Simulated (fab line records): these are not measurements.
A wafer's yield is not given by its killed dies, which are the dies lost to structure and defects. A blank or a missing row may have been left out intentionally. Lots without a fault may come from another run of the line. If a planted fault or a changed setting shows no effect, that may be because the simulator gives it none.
Which of the tools did it? -- flow sky130 -- 33 wafers from 11 lots sampled at 5 of the route's 708 steps

WHAT THE GAUGES SHOWED, per wafer
No reading from a measuring or inspecting step in the record can be judged against a usual standard deviation.

WHAT TOOL EACH LOT RAN ON (gives the tool, then ch and the chambers of the sampled wafers, and finally the start)
lot,SKY_VIA3_ETCH_14,SKY_VIA3_CMP_24,SKY_METAL4_SPUTTER_03,SKY_METAL4_SPUTTER_04,SKY_PAD_OPEN_PROBE_99
L315,"rie-diel-02 ch 2,3, day 40 22:01","cmp-02 ch 0,2,3, day 40 23:05","pvd-sputter-01, day 40 23:28","pvd-sputter-01, day 40 23:29",-
L317,"rie-diel-03 ch 1,2,3, day 41 23:37","cmp-01 ch 0,1,2, day 42 00:44","pvd-sputter-03, day 42 01:04","pvd-sputter-03, day 42 01:05",-
L320,"rie-diel-04 ch 0,2,3, day 42 11:58","cmp-01 ch 1,2,3, day 42 13:02","pvd-sputter-03, day 42 13:25","pvd-sputter-03, day 42 13:26",-
L321,"rie-diel-04 ch 1,2,3, day 42 21:06","cmp-01 ch 0,3, day 42 22:11","pvd-sputter-01, day 42 22:35","pvd-sputter-01, day 42 22:36","prober-01, day 48 11:26"
L322,"rie-diel-02 ch 0,2,3, day 43 02:34","cmp-01 ch 0,3, day 43 03:40","pvd-sputter-01, day 43 04:03","pvd-sputter-01, day 43 04:04","prober-02, day 48 16:08"
L323,"rie-diel-04 ch 0,1,3, day 43 09:55","cmp-02 ch 1,3, day 43 11:09","pvd-sputter-03, day 43 11:29","pvd-sputter-03, day 43 11:31",-
L324,"rie-diel-04 ch 0,1,3, day 43 13:42","cmp-02 ch 2,3, day 43 14:47","pvd-sputter-01, day 43 15:11","pvd-sputter-01, day 43 15:12","prober-02, day 49 00:31"
L325,"rie-diel-03 ch 0,2,3, day 43 20:43","cmp-02 ch 1,2,3, day 43 22:00","pvd-sputter-04, day 43 22:23","pvd-sputter-04, day 43 22:24","prober-01, day 49 07:13"
L329,"rie-diel-03 ch 0,1,2, day 44 22:22","cmp-01 ch 1,2,3, day 44 23:28","pvd-sputter-01, day 44 23:52","pvd-sputter-01, day 44 23:53","prober-01, day 50 02:01"
L332,"rie-diel-04 ch 0,2,3, day 45 17:25","cmp-02 ch 0,2,3, day 45 18:29","pvd-sputter-03, day 45 18:52","pvd-sputter-03, day 45 18:53",-
L333,"rie-diel-04 ch 0,2,3, day 45 18:39","cmp-02 ch 1,2,3, day 45 19:51","pvd-sputter-04, day 45 20:14","pvd-sputter-04, day 45 20:16",-
- SKY_VIA3_ETCH_14: etches BARC in N2/H2, stops on SiO2, time 45.9 s, target depth 60 nm.
- SKY_VIA3_CMP_24: polishes, stops on SiO2, t overpolish 20 s, target thk 0 nm.
- SKY_METAL4_SPUTTER_03: material Ti, target thk 5 nm, time 3.3 s.
- SKY_METAL4_SPUTTER_04: material TiN, target thk 70 nm, time 58.3 s.
- SKY_PAD_OPEN_PROBE_99

WHAT THE TOOLS THEMSELVES READ (means of the sampled wafers that have a number; where no wafer has one, the mark that the record gives instead)
SKY_VIA3_ETCH_14. Usual: drypump-motor-current-A 5.6 A, standard deviation 0.44; oes-product-au 0.854 a.u., standard deviation 0.0043; rf-fwd-power-W 494.7 W, standard deviation 2.4; throttle-valve-pct 13.225 %, standard deviation 0.0089.
lot,tool,drypump-motor-current-A (A),oes-product-au (a.u.),rf-fwd-power-W (W),throttle-valve-pct (%),flag
L315,rie-diel-02,6.0,0.858,495.0,13.226,
L317,rie-diel-03,5.5,0.854,495.4,13.221,
L320,rie-diel-04,5.6,0.857,492.9,13.226,
L321,rie-diel-04,5.5,0.854,495.3,13.221,
L322,rie-diel-02,5.8,0.852,495.3,13.221,
L323,rie-diel-04,5.4,0.855,493.3,13.215,
L324,rie-diel-04,5.4,0.855,493.7,13.226,
L325,rie-diel-03,5.7,0.853,495.6,13.231,
L329,rie-diel-03,5.7,0.850,496.7,13.226,
L332,rie-diel-04,5.6,0.850,494.3,13.223,
L333,rie-diel-04,5.6,0.856,494.7,13.223,

SKY_VIA3_CMP_24. Usual: motor-current-A 10.4 A, standard deviation 0.99; overpolish-run-s 19.999 s, standard deviation 0.0095; slurry-flow-ml-min 150.0, standard deviation 0.49; time-to-endpoint-s 94 s, standard deviation 4.2.
lot,tool,motor-current-A (A),overpolish-run-s (s),slurry-flow-ml-min,time-to-endpoint-s (s),flag
L315,cmp-02,10.3,20.009,149.6,97,
L317,cmp-01,10.1,20.000,150.0,89,
L320,cmp-01,10.0,20.010,150.2,90,
L321,cmp-01,11.8,20.006,149.9,91,
L322,cmp-01,11.8,20.001,149.8,91,
L323,cmp-02,10.8,19.995,149.6,93,
L324,cmp-02,9.5,19.996,150.4,92,
L325,cmp-02,10.1,19.989,150.4,93,
L329,cmp-01,10.2,19.990,150.1,101,
L332,cmp-02,10.1,19.999,150.2,100,
L333,cmp-02,10.2,20.009,150.0,93,

SKY_METAL4_SPUTTER_03. Usual: cathode-dc-power-W 3000.0 W, standard deviation 0.51; throttle-valve-pct 29.5 %, standard deviation 0.84.
lot,tool,cathode-dc-power-W (W),throttle-valve-pct (%),flag
L315,pvd-sputter-01,3000.4,31.4,
L317,pvd-sputter-03,3000.0,29.2,
L320,pvd-sputter-03,2999.6,29.1,
L321,pvd-sputter-01,3000.0,29.3,
L322,pvd-sputter-01,3000.0,30.5,
L323,pvd-sputter-03,2999.8,29.1,
L324,pvd-sputter-01,2959.3,30.1,OFF
L325,pvd-sputter-04,3000.5,29.4,
L329,pvd-sputter-01,2959.3,30.4,OFF
L332,pvd-sputter-03,2999.7,29.5,
L333,pvd-sputter-04,3000.1,29.5,

SKY_METAL4_SPUTTER_04. Usual: cathode-dc-power-W 6500.0 W, standard deviation 1.2; throttle-valve-pct 29.5 %, standard deviation 0.87.
lot,tool,cathode-dc-power-W (W),throttle-valve-pct (%),flag
L315,pvd-sputter-01,6499.6,31.3,
L317,pvd-sputter-03,6499.2,29.1,
L320,pvd-sputter-03,6500.1,29.0,
L321,pvd-sputter-01,6500.6,29.0,
L322,pvd-sputter-01,6500.5,30.5,
L323,pvd-sputter-03,6498.5,29.1,
L324,pvd-sputter-01,6500.6,30.0,
L325,pvd-sputter-04,6500.5,29.6,
L329,pvd-sputter-01,6500.2,30.6,
L332,pvd-sputter-03,6500.6,29.5,
L333,pvd-sputter-04,6498.8,29.6,

SKY_PAD_OPEN_PROBE_99. Usual: defect-limited-yield 82.6 %, standard deviation 1.9; killed_at_M0_to_M3 43, standard deviation 6.9; killed_at_M4_up 3.2, standard deviation 2; killed-at-contacts 25, standard deviation 5.1; killed-at-front-end 15, standard deviation 4.5; killed-at-other 0.2, standard deviation 0.51; killed-dies 85, standard deviation 9.5; killed-open 48, standard deviation 6.9; killed-short 38, standard deviation 6.7; sort_bin_3_pad_short 0.8 %, standard deviation 0.4; sort_bin_5_function 10.2 %, standard deviation 1.6; sort_bin_6_memory 6.4 %, standard deviation 1.1; sort-n-pass 407, standard deviation 9.5; sort-yield-pct 82.6 %, standard deviation 1.9.
lot,tool,defect-limited-yield (%),killed_at_M0_to_M3,killed_at_M4_up,killed-at-contacts,killed-at-front-end,killed-at-other,killed-dies,killed-open,killed-short,sort_bin_3_pad_short (%),sort_bin_5_function (%),sort_bin_6_memory (%),sort-n-pass,sort-yield-pct (%),flag
L321,prober-01,81.0,49,5.0,24,15,0.0,94,52,41,0.7,11.2,7.2,398,81.0,
L322,prober-02,81.6,43,3.7,27,17,0.0,91,46,45,0.7,11.1,6.6,401,81.6,
L324,prober-02,84.5,43,3.0,20,10,0.3,76,43,34,0.8,9.1,5.6,416,84.5,
L325,prober-01,82.5,51,1.3,23,10,0.3,86,44,42,1.0,9.9,6.6,406,82.5,
L329,prober-01,83.0,47,4.0,21,11,0.3,84,44,40,0.7,10.0,6.3,408,83.0,

THE ANSWER, worked out from the rows above alone
Rule: lot off if the mean of its wafers having a number is beyond 3 standard deviations from the usual mean. A lot without any number at a reading at which 4 lots or more have one is off too. Where the step has rows for the other lots, those lots are counted as sound. Order of review: gauges by route order, followed by the tools' own readings, for which a lot's mean as printed above is used. The first step at which some lot is off is used, and at that step the reading that is off furthest; a lot without a number counts as furthest.
Off: L324, L329, at SKY_METAL4_SPUTTER_03 (cathode-dc-power-W).
A tool fits if, at that step or a process step before it, it ran every lot that is off, and no sound lot after the first of them. One fits: SKY_METAL4_SPUTTER_03 on pvd-sputter-01. Its last sound lot is L322 (day 43 04:03), its first lot that is off L324 (day 43 15:11): a fault that began between those two fits.
The tool's own readings at SKY_METAL4_SPUTTER_03 bear it out: on the lots that are off they differ by more than 5 times the standard deviation of the sound lots' means. cathode-dc-power-W reads 2959.3 W there against 3000.0 W on the sound lots.

WHAT THE SIMULATOR HAD INSERTED
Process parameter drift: pvd-sputter-01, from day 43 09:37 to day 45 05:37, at SKY_METAL4_SPUTTER_03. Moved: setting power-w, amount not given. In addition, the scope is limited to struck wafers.
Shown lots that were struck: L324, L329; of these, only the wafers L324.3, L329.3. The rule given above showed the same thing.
